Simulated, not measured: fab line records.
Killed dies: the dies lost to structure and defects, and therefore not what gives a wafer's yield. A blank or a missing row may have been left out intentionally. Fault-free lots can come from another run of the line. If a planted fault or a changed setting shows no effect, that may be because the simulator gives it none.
Code-filled problem report in 8D (eight disciplines) form ; flow gf180mcu ; the parts of the form that need people (team, actions taken, sign-off) are left out

== 1. PROBLEM STATEMENT ==
At GF_NSD_CD_MEAS_07, cdNm averages 376.8 nm over 12 wafers from 4 lots, while fault-free wafers read 399.5 nm, standard deviation 2.1. That puts it -11 standard deviations away from the usual mean.
The step: target cd 400 nm.
First observed at day 17 16:20: wafer L711.3, on cdSem-01. The record has a number at this step for 42 wafers belonging to 14 lots. By rule, "out" or "out of limits" means more than 4 standard deviations away from the usual mean. The rest of the wafers with a number are treated as sound.

== 2. WHAT IT IS AND WHAT IT IS NOT ==
question;is;is not
which readings at this step;cdNm;-
which lots;L711, L712, L713, L714;L699, L700, L701, L703, L705, L706, L707, L717, L719, L722
which wafers of those lots;all that have a number;-
read on which gauges;cdSem-01, cdSem-02;-
when;from day 17 16:20;"up to then (21 sound wafers); but 9 sound wafers of L717, L719, L722 came after"

== 3. SUSPECTS, AND WHAT RULES EACH OUT ==
Counting: a tool at a process step up to the reading stays a suspect if it ran every lot that is out and no sound lot after the first of them.
- ruled out: the gauge at GF_NSD_CD_MEAS_07. 2 gauges (cdSem-01, cdSem-02) read the wafers that are out.
- ilineStepper-02 at GF_NSD_EXPOSE_04 (exposes mask Nplus, target cd 400 nm): kept. It ran every lot that is out, first L711 (day 17 04:41), and no sound lot after that; its last sound lot up to then is L707 (day 15 22:02). Its own readings are out on those wafers: exposureDoseMJCm2.
After counting, what remains is ilineStepper-02 at GF_NSD_EXPOSE_04.

== 4. THE CAUSE (what the simulator had put in) ==
Drift in process parameters on ilineStepper-02 at GF_NSD_EXPOSE_04, starting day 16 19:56. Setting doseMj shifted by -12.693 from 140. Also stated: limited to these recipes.
Only this tool survived the counting.

== 5. THE CHAIN OF EFFECTS, in route order ==
One row per reading whose mean, taken over the struck wafers that have a number, lies over 3 standard deviations from the usual. Scope: only readings with a usual standard deviation given in the record; hours: median across lots of the time from each lot's start at the first step in this table that gives one to its start at this step; sigmas: change in usual standard deviations.
hours;step;reading;usual;on struck wafers;change;sigmas
0;GF_NSD_EXPOSE_04;exposureDoseMJCm2;139.91;129.36;-10.55;-66
12;GF_NSD_CD_MEAS_07;cdNm;399.5 nm;376.8;-22.7;-11
The process steps in it:
- GF_NSD_EXPOSE_04: exposes mask Nplus, target cd 400 nm.
Later steps that measure or inspect, where all struck wafers having a row at the step show a number for every such reading and not one has moved that far: GF_V3_CD_MEAS_14.

== 6. HOW IT WOULD HAVE BEEN CAUGHT EARLIER ==
The first out-of-limits reading at a measuring or inspecting step in this record came at day 17 16:20, 20 hours after the fault's start at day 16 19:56.
Tool's own readings at GF_NSD_EXPOSE_04, exposureDoseMJCm2: out on all struck wafers the step has rows for; an alarm limit on them would have tripped on the first.
L713, L714, from the lots that are out (4), started GF_NSD_EXPOSE_04 on ilineStepper-02 later than day 17 16:20. A hold on the tool at that time would have spared those 2.
